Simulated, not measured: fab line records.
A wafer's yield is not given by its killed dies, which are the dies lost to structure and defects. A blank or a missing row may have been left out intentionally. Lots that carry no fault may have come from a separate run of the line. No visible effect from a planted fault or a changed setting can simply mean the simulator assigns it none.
Which tool is to blame? || flow gf180mcu || Sampling: 14 lots, 42 wafers, 2 of 602 route steps

## WHAT EACH GAUGE READ, for each wafer
GF_STI_BOW_MEAS_00. Usual: INCOMING_BOW typically reads 1 um, with standard deviation 6.4.
{"lot": "L690", "measured": "day 1 10:01", "on": "film metro-01", "INCOMING_BOW (um)": "-5 4 -11", "flag": ""}
{"lot": "L692", "measured": "day 1 20:01", "on": "film metro-01", "INCOMING_BOW (um)": "-1 2 8", "flag": ""}
{"lot": "L693", "measured": "day 2 01:00", "on": "film metro-01", "INCOMING_BOW (um)": "1 15 9", "flag": ""}
{"lot": "L694", "measured": "day 2 06:00", "on": "film metro-03", "INCOMING_BOW (um)": "14 -6 3", "flag": ""}
{"lot": "L701", "measured": "day 3 17:00", "on": "film metro-03", "INCOMING_BOW (um)": "6 10 -1", "flag": ""}
{"lot": "L702", "measured": "day 3 22:01", "on": "film metro-02", "INCOMING_BOW (um)": "5 13 3", "flag": ""}
{"lot": "L703", "measured": "day 4 03:00", "on": "film metro-03", "INCOMING_BOW (um)": "8 -15 -11", "flag": ""}
{"lot": "L705", "measured": "day 4 13:00", "on": "film metro-01", "INCOMING_BOW (um)": "2 10 9", "flag": ""}
{"lot": "L707", "measured": "day 4 23:01", "on": "film metro-01", "INCOMING_BOW (um)": "-6 4 -6", "flag": ""}
{"lot": "L708", "measured": "day 5 04:00", "on": "film metro-03", "INCOMING_BOW (um)": "6 -10 0", "flag": ""}
{"lot": "L710", "measured": "day 5 14:00", "on": "film metro-01", "INCOMING_BOW (um)": "12 -10 6", "flag": ""}
{"lot": "L711", "measured": "day 5 19:00", "on": "film metro-03", "INCOMING_BOW (um)": "3 -4 -6", "flag": ""}
{"lot": "L712", "measured": "day 6 00:01", "on": "film metro-01", "INCOMING_BOW (um)": "1 8 1", "flag": ""}
{"lot": "L713", "measured": "day 6 05:02", "on": "film metro-03", "INCOMING_BOW (um)": "-2 9 2", "flag": ""}

GF_STI_THK_MEAS_30. Usual: STI_OXIDATION_02_THK typically reads 10.04 nm, with standard deviation 0.17.
{"lot": "L690", "measured": "day 2 05:39", "on": "film metro-02", "STI_OXIDATION_02_THK (nm)": "10.16 10.16 10.24", "flag": ""}
{"lot": "L692", "measured": "day 2 16:04", "on": "film metro-02", "STI_OXIDATION_02_THK (nm)": "10.02 10.07 10.05", "flag": ""}
{"lot": "L693", "measured": "day 2 21:26", "on": "film metro-02", "STI_OXIDATION_02_THK (nm)": "10.23 10.00 10.09", "flag": ""}
{"lot": "L694", "measured": "day 3 04:22", "on": "film metro-03", "STI_OXIDATION_02_THK (nm)": "10.08 10.00 10.20", "flag": ""}
{"lot": "L701", "measured": "day 5 07:05", "on": "film metro-02", "STI_OXIDATION_02_THK (nm)": "10.25 10.22 10.10", "flag": ""}
{"lot": "L702", "measured": "day 5 07:10", "on": "film metro-02", "STI_OXIDATION_02_THK (nm)": "10.12 9.97 10.09", "flag": ""}
{"lot": "L703", "measured": "day 5 07:07", "on": "film metro-01", "STI_OXIDATION_02_THK (nm)": "10.09 10.19 9.97", "flag": ""}
{"lot": "L705", "measured": "day 5 20:01", "on": "film metro-03", "STI_OXIDATION_02_THK (nm)": "10.53 10.10 10.19", "flag": ""}
{"lot": "L707", "measured": "day 6 01:14", "on": "film metro-02", "STI_OXIDATION_02_THK (nm)": "9.85 10.02 10.00", "flag": ""}
{"lot": "L708", "measured": "day 6 04:56", "on": "film metro-02", "STI_OXIDATION_02_THK (nm)": "9.98 9.92 9.91", "flag": ""}
{"lot": "L710", "measured": "day 6 13:13", "on": "film metro-01", "STI_OXIDATION_02_THK (nm)": "10.07 9.94 9.81", "flag": ""}
{"lot": "L711", "measured": "day 6 20:59", "on": "film metro-03", "STI_OXIDATION_02_THK (nm)": "10.17 10.23 10.20", "flag": ""}
{"lot": "L712", "measured": "day 7 00:41", "on": "film metro-02", "STI_OXIDATION_02_THK (nm)": "10.24 9.96 10.10", "flag": ""}
{"lot": "L713", "measured": "day 7 04:07", "on": "film metro-02", "STI_OXIDATION_02_THK (nm)": "10.24 10.47 10.33", "flag": ""}

## EACH LOT AND THE TOOL THAT RAN IT (in order: tool; ch and the chambers of the sampled wafers; start)
There is no process step in the record ahead of these readings.

## WHAT THE TOOLS THEMSELVES READ (means of the sampled wafers that have a number; where no wafer has one, the mark that the record gives instead)
The record holds no such reading with a usual standard deviation.

## THE ANSWER, worked out from the rows above alone
Rule: a lot is off if the mean of its wafers that have a number lies more than 3 standard deviations from the usual mean. A lot without any number at a reading at which 4 lots or more have one is off too. The other lots that the step has rows for count as sound. After the gauges, taken in route order, come the tools' own readings; for these a lot's mean is taken, as printed above. The first step at which some lot is off is used, and at that step the reading that is off furthest; a lot without a number counts as furthest.
None of the lots is off at any reading shown; this tells nothing.

## WHAT THE SIMULATOR HAD PUT IN
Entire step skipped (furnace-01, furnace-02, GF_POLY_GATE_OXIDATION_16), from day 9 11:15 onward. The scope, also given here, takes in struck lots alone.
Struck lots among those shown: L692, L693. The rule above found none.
